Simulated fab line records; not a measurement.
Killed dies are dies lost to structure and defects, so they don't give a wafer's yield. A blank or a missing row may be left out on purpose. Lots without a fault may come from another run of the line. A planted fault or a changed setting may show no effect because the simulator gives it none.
A lot that was struck, set against a sound lot | flow gf180mcu | 14 steps out of a route of 602
Sound: wafers L703.1, L703.4, L703.5. Struck: wafers L694.4, L694.5, L694.6. The cause is named last.
Per side, at each step with rows, come the tool, then ch with its chambers, and then its first start. Under that, the readings that differ: sound wafers | struck wafers | difference of the means | sigmas: that difference in standard deviations of wafers without a fault.
alike: readings whose means differ by less than 2 such deviations, and words and numbers that are the same on both sides. not compared: withheld readings, readings that some wafer has no value for, bounds like >300 that may hide the same value, and numbers for which the record gives no deviation and whose values overlap.
A row with sigmas, a row that says differs or no value, or rows on one side alone: a step with any of these is where the two part. Non-overlapping numbers with no deviation appear without sigmas and do not part them. A reading missing from all wafers of one side parts the sides only when that side holds two or more wafers.

GF_MIM_SPUTTER_04: material TiN, target thk 50 nm, time 41.7 s.
  struck on pvd-sputter-03, day 27 10:17; sound on pvd-sputter-04, day 29 22:18
  alike: throttle-valve-pct
GF_MIM_CVD_05: deposits Si3N4, target thk 42 nm, time 29.086 s.
  sound on pecvd-01 ch 0,1, day 29 22:20; struck on pecvd-04 ch 0,1,2, day 27 10:20
  alike: heater-power-w
  not compared: since-wet-clean-h
GF_MIM_THK_MEAS_06:
  struck on film-metro-03, day 27 10:23; sound on film-metro-01, day 29 22:22
  alike: MIM_CVD_05_THK
GF_MIM_SPUTTER_07: material TiN, target thk 60 nm, time 50 s.
  struck on pvd-sputter-03, day 27 10:25; sound on pvd-sputter-03, day 29 22:26
  alike: throttle-valve-pct
GF_MIM_SPUTTER_08: material AlCu, target thk 200 nm, time 10.6 s.
  struck on pvd-sputter-03, day 27 10:28; sound on pvd-sputter-03, day 29 22:29
  alike: throttle-valve-pct
GF_MIM_SPUTTER_09: material TiN, target thk 35 nm, time 29.2 s.
  struck on pvd-sputter-03, day 27 10:29; sound on pvd-sputter-03, day 29 22:30
  alike: throttle-valve-pct
GF_MIM_RS_MEAS_10: measures by four-point-probe.
  struck on film-metro-01, day 27 10:35; sound on film-metro-01, day 29 22:32
  alike: MIM_ALCU_RS
GF_MIM_THK_MEAS_11: measures by xrf.
  struck on film-metro-01, day 27 10:40; sound on film-metro-01, day 29 22:39
  alike: MIM_ALCU_THK
then, 4 steps without rows for these wafers: GF_MIM_DEHYDRATE_12 (time 60 s); GF_MIM_HMDS_13 (prime time 60 s); GF_MIM_COAT_14 (resist thk 1000 nm); GF_MIM_SOFTBAKE_15 (time 60 s).
GF_MIM_EXPOSE_16: exposes mask FuseTop, target cd 2000 nm.
  struck on iline-stepper-02, day 27 20:25; sound on iline-stepper-01 ch 0, day 30 07:55
  no value came back on the struck wafers for exposure-dose-mJ-cm2, focus-offset-nm (nm), stage-vel-mm-s (mm/s); on the sound wafers exposure-dose-mJ-cm2 reads 140.03 140.00 139.93
  alike: mask
following that, these wafers have no rows for 1 step: GF_MIM_PEB_17.

## WHERE THEY PART
GF_MIM_EXPOSE_16 only, going by this record.

WHY: what the simulator had put in
Step skipped in full: iline-stepper-02, at GF_MIM_EXPOSE_16, from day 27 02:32 onward. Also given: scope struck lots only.
